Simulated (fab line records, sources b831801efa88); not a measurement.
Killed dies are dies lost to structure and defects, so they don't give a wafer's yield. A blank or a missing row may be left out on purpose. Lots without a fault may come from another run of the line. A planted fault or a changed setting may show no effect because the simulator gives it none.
Chamber matching | flow sky130 | SKY_CONTACT_CMP_27 on cmp-02: 4 sister chambers
The step polishes, stops on SiO2, t overpolish 15 s, target thk 0 nm. 16 wafers are shown with their chamber, then 8 later ones without.

WAFERS WITH THEIR CHAMBER
wafer  | chamber | motor_current_A (A) | overpolish_run_s (s) | time_to_endpoint_s (s)
L619.3 | 2       | 10.5                | 14.996               | 84.3
L619.4 | 3       | 10.4                | 14.992               | 82.3
L619.5 | 1       | 10.1                | 14.993               | 79.8
L620.1 | 3       | 10.2                | 14.992               | 82.1
L620.2 | 1       | 10.4                | 15.009               | 76.6
L620.6 | 2       | 11.2                | 14.988               | 79.6
L621.1 | 2       | 10.9                | 14.997               | 82.6
L621.5 | 1       | 10.4                | 15.012               | 77.4
L621.6 | 2       | 10.4                | 14.991               | 83.2
L631.2 | 2       | 11.1                | 15.003               | 81.8
L631.4 | 3       | 10.3                | 15.002               | 75.9
L631.5 | 2       | 11.2                | 15.011               | 81.9
L636.3 | 0       | 10.3                | 15.005               | 81.5
L636.4 | 2       | 11.4                | 14.999               | 86.0
L636.5 | 3       | 10.1                | 15.003               | 85.6
L635.1 | 1       | 10.5                | 15.012               | 82.4

SIGNATURES (means of the wafers above)
reading            | chamber 0 | chamber 1 | chamber 2 | chamber 3 | scatter within a chamber
motor_current_A    | 10.300    | 10.350    | 10.957    | 10.250    | 0.288
overpolish_run_s   | 15.00500  | 15.00650  | 14.99786  | 14.99725  | 0.00768
time_to_endpoint_s | 81.500    | 79.050    | 82.771    | 81.475    | 2.8
Rule: a wafer's distance from a chamber is the root of the sum, over the readings, of the square of ((its reading less the chamber's mean) divided by the reading's scatter). The wafer belongs to the nearest chamber; if the next one is less than 2 further off, it can't be placed. The scatter: the root of (the sum of the squares of (reading less its chamber's mean) over the shown wafers, divided by (wafers less chambers)).

WAFERS WITHOUT THEIR CHAMBER
wafer  | motor_current_A (A) | overpolish_run_s (s) | time_to_endpoint_s (s)
L635.3 | 10.8                | 14.993               | 82.0
L635.5 | 11.1                | 14.999               | 83.2
L638.1 | 9.6                 | 15.003               | 79.9
L638.4 | 10.6                | 15.002               | 82.9
L638.5 | 11.0                | 14.996               | 83.1
L640.1 | 10.7                | 14.987               | 81.8
L640.3 | 11.0                | 14.991               | 85.1
L640.5 | 9.9                 | 14.997               | 78.8

WHICH CHAMBER EACH WENT THROUGH
wafer  | from the rows above               | in truth
L635.3 | can't be placed: 2 or 3 or 0 or 1 | 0
L635.5 | 2                                 | 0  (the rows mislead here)
L638.1 | can't be placed: 3 or 0 or 1      | 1
L638.4 | can't be placed: 0 or 2 or 3 or 1 | 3
L638.5 | 2                                 | 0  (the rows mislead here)
L640.1 | can't be placed: 2 or 3 or 0 or 1 | 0
L640.3 | can't be placed: 2 or 3           | 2
L640.5 | can't be placed: 3 or 0 or 1      | 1
Placed correctly: 0 of 8. Can't be placed from these rows: 6 (the true chamber is among the candidates in 6). Placed wrongly: 2.
